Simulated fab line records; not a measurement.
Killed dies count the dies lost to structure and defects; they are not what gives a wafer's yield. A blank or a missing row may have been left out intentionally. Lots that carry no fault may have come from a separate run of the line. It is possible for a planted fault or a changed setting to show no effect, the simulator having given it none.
2 desks, one fault | flow sky130 | each desk holds nothing but its own numbers, with what lay behind them at the end

## METROLOGY DESK
Means of the sampled wafers that have a number, per lot and without regard to the tool the lot ran on: this is what the gauges read. If a lot's mean is further than 4 standard deviations from the usual mean, the lot is out of limits and carries the mark OUT (the distance appears in the brackets).
Columns: A = NWELL_01_OVL at SKY_NWELL_OVL_MEAS_23, usual -0.7 nm
lot  | first seen here | A
L392 | day 5 17:32     | -0.6
L393 | day 6 07:54     | -0.3
L394 | day 6 08:06     | -2.5
L397 | day 7 00:38     | -2.4
L398 | day 7 02:22     | -3.0
L399 | day 7 11:28     | -1.2
L405 | day 8 19:46     | -2.2
L407 | day 9 11:32     | -0.6
L408 | day 9 17:37     | -0.6
L409 | day 9 21:34     | 0.6
L413 | day 10 21:32    | -1.6
This desk's finding: nothing out of limits on any of the 11 lots.

## FOR THE TOOL OWNER'S DESK: lithoTrack-03
The tool's own readings at SKY_RES_PROTECT_COAT_02 (resist thk 1140 nm): means of the sampled wafers that have a number, for each lot that ran on this tool. If a lot's mean is further than 4 standard deviations from the usual mean, the lot is out of limits and carries the mark OUT (the distance appears in the brackets).
Columns: A = dispensePressureKPa at SKY_RES_PROTECT_COAT_02, usual 52 kPa; B = spinSpeedRpm at SKY_RES_PROTECT_COAT_02, usual 3000.1 rpm
lot  | first seen here | A  | B
L393 | day 15 20:28    | 55 | 3001.3
L394 | day 15 23:05    | 55 | 2997.7
L397 | day 17 01:52    | 55 | 2999.5
L398 | day 17 06:49    | 56 | 3000.7
L399 | day 17 16:28    | 55 | 3001.3
L407 | day 20 11:22    | 55 | 3001.4
L408 | day 20 17:56    | 55 | 2999.6
L409 | day 20 22:23    | 55 | 3001.5
This desk's finding: nothing out of limits on any of the 8 lots.

## PUT TOGETHER
Nothing out of limits was seen by the metrology desk.
The tool owner's desk saw nothing out of limits.

## WHAT HAD BEEN PUT IN BY THE SIMULATOR
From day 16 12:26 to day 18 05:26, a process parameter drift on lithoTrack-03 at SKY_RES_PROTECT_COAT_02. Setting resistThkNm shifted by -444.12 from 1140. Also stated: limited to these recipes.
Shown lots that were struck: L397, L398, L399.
